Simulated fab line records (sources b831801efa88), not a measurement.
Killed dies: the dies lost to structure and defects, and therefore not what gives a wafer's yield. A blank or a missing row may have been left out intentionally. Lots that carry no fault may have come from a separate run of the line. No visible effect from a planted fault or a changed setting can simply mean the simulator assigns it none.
Which tool did it? / flow gf180mcu / 6 lots, 18 wafers sampled, at 3 steps of a route of 602

## WHAT THE GAUGES SHOWED, per wafer
GF_SALICIDE_RS_MEAS_04: measures by four-point-probe.
lot=L587; measured=day 16 16:16; on=film_metro-03; SALICIDE_TIN_RS (ohm/sq)=15.8 16.3 16.0
lot=L589; measured=day 17 15:14; on=film_metro-03; SALICIDE_TIN_RS (ohm/sq)=16.5 15.7 16.3
lot=L592; measured=day 18 10:19; on=film_metro-02; SALICIDE_TIN_RS (ohm/sq)=16.3 16.0 16.6
lot=L600; measured=day 20 23:00; on=film_metro-02; SALICIDE_TIN_RS (ohm/sq)=18.1 17.3 17.8
lot=L603; measured=day 22 01:50; on=film_metro-02; SALICIDE_TIN_RS (ohm/sq)=16.5 17.0 16.4
lot=L606; measured=day 23 05:52; on=film_metro-03; SALICIDE_TIN_RS (ohm/sq)=15.9 16.0 16.2

## WHICH TOOL RAN EACH LOT (tool, then ch and the chambers of the sampled wafers, then the start)
lot=L587; GF_STI_CMP_25=cmp-01 ch 0,1,3, day 3 00:20; GF_SALICIDE_SPUTTER_03=pvd_sputter-01, day 16 16:14
lot=L589; GF_STI_CMP_25=cmp-01 ch 0,3, day 3 11:39; GF_SALICIDE_SPUTTER_03=pvd_sputter-03, day 17 15:11
lot=L592; GF_STI_CMP_25=cmp-02 ch 0,1,2, day 4 03:16; GF_SALICIDE_SPUTTER_03=pvd_sputter-03, day 18 10:17
lot=L600; GF_STI_CMP_25=cmp-01 ch 0,2, day 5 18:26; GF_SALICIDE_SPUTTER_03=pvd_sputter-01, day 20 22:58
lot=L603; GF_STI_CMP_25=cmp-01 ch 1,2,3, day 6 10:55; GF_SALICIDE_SPUTTER_03=pvd_sputter-03, day 22 01:49
lot=L606; GF_STI_CMP_25=cmp-01 ch 0,1,3, day 7 02:01; GF_SALICIDE_SPUTTER_03=pvd_sputter-02, day 23 05:50
- GF_STI_CMP_25: polishes, stops on Si3N4, t overpolish 33 s, target thk 524.6 nm.
- GF_SALICIDE_SPUTTER_03: material TiN, target thk 20 nm, time 16.7 s.

## THE ANSWER, worked out from the rows above alone
Rule: the usual values come from the lots themselves. The widest of any qualifying gaps counts: lots, ordered by their means at a reading, are off when they make up no more than a third of the lots, leave a main group of 4 or more, and stand apart from it by 3 or more times the standard deviation of that group's means. The tables above print the reading to a certain number of digits; a main group whose means all agree to those digits is not used. A lot without any number at a reading at which 4 lots or more have one is off too. Any other lot the step has rows for is counted as sound.
Off: L600, at GF_SALICIDE_RS_MEAS_04 (SALICIDE_TIN_RS). Mean 16.2 ohm/sq and standard deviation 0.22 in the main group.
If a tool, at a process step before that reading, ran all the lots that are off and no sound lot after the first of them, it fits. Those tools and the gauges at GF_SALICIDE_RS_MEAS_04 are tried in the same way. One fits: GF_SALICIDE_SPUTTER_03 on pvd_sputter-01. Its last sound lot is L587 (day 16 16:14), its first lot that is off L600 (day 20 22:58): a fault that began between those two fits.

## WHAT THE SIMULATOR HAD PUT IN
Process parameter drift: pvd_sputter-01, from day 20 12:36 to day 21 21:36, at GF_SALICIDE_SPUTTER_03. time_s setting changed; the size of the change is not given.
Struck lots among those shown: L600. Same finding as the rule above.
